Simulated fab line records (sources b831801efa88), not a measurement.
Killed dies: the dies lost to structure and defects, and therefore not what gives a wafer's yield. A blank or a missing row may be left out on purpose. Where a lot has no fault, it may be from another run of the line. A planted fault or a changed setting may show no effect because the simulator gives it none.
fab line records -- flow sky130
[record] lots = 6, wafers = 18, lastDay = 50
route steps=708 shown VT_ADJUST_NCORE@119 VT_ADJUST_HVTR@131 PAD_OPEN@708
lots untouched by any fault: they come from a run of this same line in which no faults occurred
startH: the number of hours between the record's first day and the start of the first shown wafer of the lot -- waitH: hours from the lot's prior step to this one -- " repeats the value in the row above -- L1.1+2: one row covering several wafers at once -- - no value, or no start given -- * or withheld: withheld -- < > ~ a bound
route shown NAME@n: NAME is a module with steps in the file, n the number in the route of the first one -- usual: mean and standard deviation over wafers with no fault -- same: alike in all rows -- chamber/n: place in a boat -- sites: per-site readings -- _std_site: the standard deviation of these -- _edge_site: outer sites' mean less inner sites' -- radiusMm: for every site, how far away it sits from the centre of the wafer -- mask NAME#n: copy n -- behind: tool/chamber where the wafer was last shaped -- hold: cause of the lot's hold/its duration in hours/its outcome -- device: the n, p or np transistor that did not switch -- end of line: the route-end tests of the same wafers -- a step with no rows: only its recipe -- killed: dies that structure and defects cost at the first sort, which is not the same as the wafer's yield -- map: per-die view of a wafer (x killed, . not killed, _ where there is no die)
set.NAME: the setting the step ran with; set.NAME@STEP: the setting that earlier step ran with -- model.NAME: the simulator's own value behind a step, which no gauge read
certain route steps with their lots: each step a table, each wafer a row
[[steps]]
[step SKY_VT_ADJUST_NCORE_DEHYDRATE_00]
[recipe] tempC = 200, timeS = 60
[step SKY_VT_ADJUST_NCORE_HMDS_01]
[recipe] primeTimeS = 60, primeTempC = 120
[step SKY_VT_ADJUST_NCORE_COAT_02]
[recipe] resist = NOVOLAK, spinRpm = 3000, resistThkNm = 1140
[step SKY_VT_ADJUST_NCORE_SOFTBAKE_03]
[recipe] tempC = 90, timeS = 60, resist = NOVOLAK
[step SKY_VT_ADJUST_NCORE_EXPOSE_04]
[recipe] maskId = LVTN_COMPLEMENT_THIN, na = 0.6, sourceShape = conventional, sigmaOuter = 0.6, polarization = unpolarized, targetCdNm = 380, doseMj = 139
[step SKY_VT_ADJUST_NCORE_PEB_05]
[recipe] tempC = withheld, timeS = *, resist = NOVOLAK
[step SKY_VT_ADJUST_NCORE_DEVELOP_06]
[recipe] resist = NOVOLAK, developer = TMAH, developTimeS = 60, devTempC = 23
[step SKY_VT_ADJUST_NCORE_CD_MEAS_07]
[recipe] targetCdNm = 380
[usual] cdNm = 380.0/2.8
lot.wafer,tool,chamber,startH,waitH,cdNm
L957.1,cdSem-02,-,202.80,0.1,379.1
L957.3,cdSem-02,-,202.80,0.1,377.8
L957.6,cdSem-02,-,202.80,0.1,379.3
L962.1,cdSem-02,-,234.55,0.1,380.1
L962.4,cdSem-02,-,234.55,0.1,379.7
L962.6,cdSem-02,-,234.55,0.1,380.3
L966.2,cdSem-01,-,265.47,0.1,379.4
L966.5,cdSem-01,-,265.47,0.1,380.0
L966.6,cdSem-01,-,265.47,0.1,379.6
L967.4,cdSem-02,-,274.41,0.1,381.1
L967.5,cdSem-02,-,274.41,0.1,383.3
L967.6,cdSem-02,-,274.41,0.1,383.2
L974.1,cdSem-01,-,319.85,0.1,379.1
L974.5,cdSem-01,-,319.85,0.1,383.3
L974.6,cdSem-01,-,319.85,0.1,380.1
L975.2,cdSem-01,-,328.32,0.1,376.6
L975.5,cdSem-01,-,328.32,0.1,380.2
L975.6,cdSem-01,-,328.32,0.1,377.5
[step SKY_VT_ADJUST_NCORE_OVL_MEAS_08]
[usual] VT_ADJUST_NCORE_OVL = 0.7/1.5
lot.wafer,tool,chamber,startH,waitH,VT_ADJUST_NCORE_OVL[nm]
L957.1,overlay-02,-,202.92,0.1,1.2
L957.3,overlay-02,-,202.92,0.1,-0.1
L957.6,overlay-02,-,202.92,0.1,1.1
L962.1,overlay-01,-,234.67,0.1,1.3
L962.4,overlay-01,-,234.67,0.1,-0.4
L962.6,overlay-01,-,234.67,0.1,0.7
L966.2,overlay-01,-,265.57,0.1,0.8
L966.5,overlay-01,-,265.57,0.1,2.0
L966.6,overlay-01,-,265.57,0.1,0.7
L967.4,overlay-01,-,274.49,0.1,0.6
L967.5,overlay-01,-,274.49,0.1,0.4
L967.6,overlay-01,-,274.49,0.1,2.6
L974.1,overlay-01,-,319.97,0.1,0.4
L974.5,overlay-01,-,319.97,0.1,0.9
L974.6,overlay-01,-,319.97,0.1,1.9
L975.2,overlay-01,-,328.42,0.1,0.1
L975.5,overlay-01,-,328.42,0.1,0.4
L975.6,overlay-01,-,328.42,0.1,1.4
[step SKY_VT_ADJUST_NCORE_IMPLANT_09]
[recipe] species = B, energyKev = 10, doseCm2 = 2.4e+12, tiltDeg = withheld
[step SKY_VT_ADJUST_NCORE_STRIP_10]
[recipe] chemistry = O2/N2, powerW = 1400, pressureMtorr = 1500, platenTempC = withheld, o2FlowSccm = 3000, n2FlowSccm = 300, overashFraction = 0.5
[usual] drypumpMotorCurrentA = 5.94/0.27, oesProductAu = 0.717/0.0044, stripTimeToEndpointS = 14.18/0.038
lot.wafer,tool,chamber,startH,waitH,drypumpMotorCurrentA,oesProductAu,rfHoursCounterH,stripTimeToEndpointS
L957.1,plasmaAsher-02,1,203.11,0.1,6.40,0.712,53,14.14
L957.3,plasmaAsher-02,0,203.11,0.1,5.64,0.725,-,14.16
L957.6,plasmaAsher-02,1,203.11,0.1,6.39,0.714,-,14.17
L962.1,plasmaAsher-02,0,234.86,0.1,5.62,0.715,56,14.20
L962.4,plasmaAsher-02,1,234.86,0.1,6.40,0.715,-,14.11
L962.6,plasmaAsher-02,0,234.86,0.1,5.61,0.712,-,14.16
L966.2,plasmaAsher-01,1,265.75,0.1,5.89,0.715,61,14.22
L966.5,plasmaAsher-01,0,265.75,0.1,6.12,0.717,-,14.20
L966.6,plasmaAsher-01,1,265.75,0.1,5.90,0.715,-,14.22
L967.4,plasmaAsher-04,0,274.69,0.1,5.74,0.716,-,14.18
L967.5,plasmaAsher-04,0,274.69,0.1,5.74,0.707,-,14.15
L967.6,plasmaAsher-04,1,274.69,0.1,5.76,0.717,-,14.16
L974.1,plasmaAsher-04,1,320.15,0.1,5.75,0.712,19,14.15
L974.5,plasmaAsher-04,0,320.15,0.1,5.74,0.721,-,14.16
L974.6,plasmaAsher-04,1,320.15,0.1,5.81,0.716,-,14.18
L975.2,plasmaAsher-04,1,328.60,0.1,5.73,0.717,20,14.13
L975.5,plasmaAsher-04,1,328.60,0.1,5.80,0.713,-,14.20
L975.6,plasmaAsher-04,0,328.60,0.1,5.72,0.715,-,14.20
[step SKY_VT_ADJUST_NCORE_TW_MEAS_11]
[usual] VT_ADJUST_NCORE_TW = 220.3/1.6
lot.wafer,tool,chamber,startH,waitH,VT_ADJUST_NCORE_TW
L957.1,filmMetro-01,-,203.21,0.1,217.6
L957.3,filmMetro-01,-,203.21,0.1,219.0
L957.6,filmMetro-01,-,203.21,0.1,220.1
L962.1,filmMetro-01,-,234.95,0.1,218.9
L962.4,filmMetro-01,-,234.95,0.1,219.1
L962.6,filmMetro-01,-,234.95,0.1,218.5
L966.2,filmMetro-04,-,265.86,0.1,221.1
L966.5,filmMetro-04,-,265.86,0.1,221.4
L966.6,filmMetro-04,-,265.86,0.1,220.3
L967.4,filmMetro-04,-,274.78,0.1,221.5
L967.5,filmMetro-04,-,274.78,0.1,220.6
L967.6,filmMetro-04,-,274.78,0.1,221.4
L974.1,filmMetro-01,-,320.25,0.1,220.6
L974.5,filmMetro-01,-,320.25,0.1,221.6
L974.6,filmMetro-01,-,320.25,0.1,219.4
L975.2,filmMetro-03,-,328.71,0.1,220.5
L975.5,filmMetro-03,-,328.71,0.1,219.9
L975.6,filmMetro-03,-,328.71,0.1,221.5
[step SKY_VT_ADJUST_HVTR_DEHYDRATE_00]
[recipe] tempC = 200, timeS = 60
[usual] heaterPowerTotalW = 160.37/0.13, runLengthS = 89.20/0.15
lot.wafer,tool,chamber,startH,waitH,heaterPowerTotalW,runLengthS
L957.1,lithoTrack-04,0,212.70,9.5,160.16,89.09
L957.3,lithoTrack-04,0,212.70,9.5,160.12,89.08
L957.6,lithoTrack-04,0,212.70,9.5,160.24,89.17
L962.1,lithoTrack-02,0,245.80,10.8,160.52,89.26
L962.4,lithoTrack-02,0,245.80,10.8,160.17,89.22
L962.6,lithoTrack-02,0,245.80,10.8,160.61,89.20
L966.2,lithoTrack-04,0,277.17,11.3,176.72,73.48
L966.5,lithoTrack-04,0,277.17,11.3,177.16,73.76
L966.6,lithoTrack-04,0,277.17,11.3,177.18,73.54
L967.4,lithoTrack-04,0,286.02,11.2,177.14,73.44
L967.5,lithoTrack-04,0,286.02,11.2,176.77,73.42
L967.6,lithoTrack-04,0,286.02,11.2,176.91,73.34
L974.1,lithoTrack-02,0,332.65,12.4,160.35,89.22
L974.5,lithoTrack-02,0,332.65,12.4,160.35,89.39
L974.6,lithoTrack-02,0,332.65,12.4,160.44,89.32
L975.2,lithoTrack-02,0,341.32,12.6,160.36,89.28
L975.5,lithoTrack-02,0,341.32,12.6,160.35,89.28
L975.6,lithoTrack-02,0,341.32,12.6,160.41,89.35
[step SKY_VT_ADJUST_HVTR_HMDS_01]
[recipe] primeTimeS = 60, primeTempC = 120
[step SKY_PAD_OPEN_PROBE_99]
[usual] killed_at_M0_to_M3 = 43/8, killed_at_M4_up = 2.9/1.6, killedAtContacts = 26/5.2, killedAtFrontEnd = 15/4.3, killedAtOther = 0.3/0.56, killedDies = 87/10, killedOpen = 48/6.9, killedShort = 40/6.5
[same] grossDies = 492, killedAtBackSide = 0
lot.wafer,tool,chamber,startH,waitH,killed_at_M0_to_M3,killed_at_M4_up,killedAtContacts,killedAtFrontEnd,killedAtOther,killedDies,killedOpen,killedShort
L962.6,prober-01,-,1128.04,0.2,49,6,34,13,0,102,59,43
L966.2,prober-01,-,1144.36,0.1,49,1,20,19,1,90,48,42
L966.5,prober-01,-,1144.51,0.2,47,2,27,17,0,93,51,42
L966.6,prober-01,-,1144.56,0.2,55,4,23,16,0,98,51,47
L974.1,prober-01,-,1182.68,0.1,44,3,20,24,0,91,49,42
L974.5,prober-01,-,1182.88,0.2,54,7,23,10,0,94,50,44
L974.6,prober-01,-,1182.93,0.2,37,2,18,17,0,74,37,37
L975.2,prober-02,-,1188.16,0.1,46,0,17,20,0,83,50,33
L975.5,prober-02,-,1188.31,0.2,42,3,27,10,0,82,48,34
L975.6,prober-02,-,1188.36,0.2,55,4,22,16,0,97,57,40
// killed by level:class
L962.6 VIA1:geometricParticle:open=15 CONTACT:geometricParticle:open=14 METAL1:geometricParticle:short=10 LI_CONTACT:geometricParticle:open=8 CONTACT:geometricParticle:short=7 METAL4:geometricParticle:short=6 POLY_GATE:geometricParticle:open=5 VIA2:geometricParticle:open=5
L966.2 VIA1:geometricParticle:open=15 POLY_GATE:geometricParticle:short=9 VIA2:geometricParticle:open=8 FIELD_ISO:geometricParticle:short=6 VIA1:geometricParticle:short=6 CONTACT:geometricParticle:short=5 LI_CONTACT:geometricParticle:open=5 VIA3:geometricParticle:open=5
L966.5 CONTACT:geometricParticle:open=10 VIA1:geometricParticle:open=8 VIA2:geometricParticle:open=8 VIA3:geometricParticle:open=7 FIELD_ISO:geometricParticle:short=6 LI_CONTACT:geometricParticle:open=6 VIA3:geometricParticle:short=6 POLY_GATE:geometricParticle:open=4
L966.6 CONTACT:geometricParticle:open=12 METAL1:geometricParticle:short=11 VIA1:geometricParticle:open=10 VIA1:geometricParticle:short=7 POLY_GATE:geometricParticle:open=6 VIA3:geometricParticle:open=6 CONTACT:geometricParticle:short=5 VIA2:geometricParticle:open=5
L974.1 POLY_GATE:geometricParticle:short=10 VIA1:geometricParticle:open=9 VIA1:geometricParticle:short=8 CONTACT:geometricParticle:open=7 VIA2:geometricParticle:open=7 FIELD_ISO:geometricParticle:open=6 LI_CONTACT:geometricParticle:open=5 VIA3:geometricParticle:open=5
L974.5 VIA1:geometricParticle:open=15 CONTACT:geometricParticle:open=13 VIA2:geometricParticle:open=9 METAL2:geometricParticle:short=7 CONTACT:geometricParticle:short=6 VIA3:geometricParticle:open=6 METAL4:geometricParticle:short=5 VIA1:geometricParticle:short=5
L974.6 VIA1:geometricParticle:open=12 CONTACT:geometricParticle:open=7 METAL1:geometricParticle:short=7 FIELD_ISO:geometricParticle:short=6 FIELD_ISO:geometricParticle:open=5 POLY_GATE:geometricParticle:short=4 LOCAL_INTERCONNECT:geometricParticle:short=4 VIA2:geometricParticle:open=4
L975.2 VIA1:geometricParticle:open=13 VIA3:geometricParticle:open=8 FIELD_ISO:geometricParticle:open=7 CONTACT:geometricParticle:open=7 METAL1:geometricParticle:short=6 FIELD_ISO:geometricParticle:short=4 POLY_GATE:geometricParticle:short=4 POLY_GATE:geometricParticle:open=3
L975.5 VIA1:geometricParticle:open=10 LI_CONTACT:geometricParticle:open=9 CONTACT:geometricParticle:open=7 VIA3:geometricParticle:open=7 VIA1:geometricParticle:short=6 FIELD_ISO:geometricParticle:short=4 LI_CONTACT:geometricParticle:short=4 METAL1:geometricParticle:short=4
L975.6 CONTACT:geometricParticle:open=11 METAL1:geometricParticle:short=11 VIA3:geometricParticle:open=9 VIA2:geometricParticle:open=9 VIA1:geometricParticle:open=7 VIA2:geometricParticle:short=7 LI_CONTACT:geometricParticle:open=6 METAL3:geometricParticle:short=4
[[key]]
[firstSign] step = SKY_VT_ADJUST_HVTR_DEHYDRATE_00, reading = heaterPowerTotalW, direction = up, sigmas = 99+, usual = *, struck = *
[effect] step = SKY_VT_ADJUST_HVTR_DEHYDRATE_00, reading = runLengthS, direction = down, sigmas = 99+, usual = *, struck = *
metAt SKY_VT_ADJUST_HVTR_DEHYDRATE_00
struckWafers L966.2,L966.5,L966.6,L967.4,L967.5,L967.6
testerLeftOut L966,L967
onsetBetween 212.70 277.17
[fault] kind = processParameterDrift, tool = lithoTrack-04, chamber = -, onsetH = 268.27, steps = SKY_VT_ADJUST_HVTR_DEHYDRATE_00, channel = timeS, offset = *, shape = step, endH = 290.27, actsIn = *, stated = *
// testerLeftOut: of these lots the tester's yield and bins aren't shown, on N5 and GAA mostly nor the transistor test; their killed dies are dies lost to structure and defects alone, not to doping, threshold or leakage, so they don't give the yield
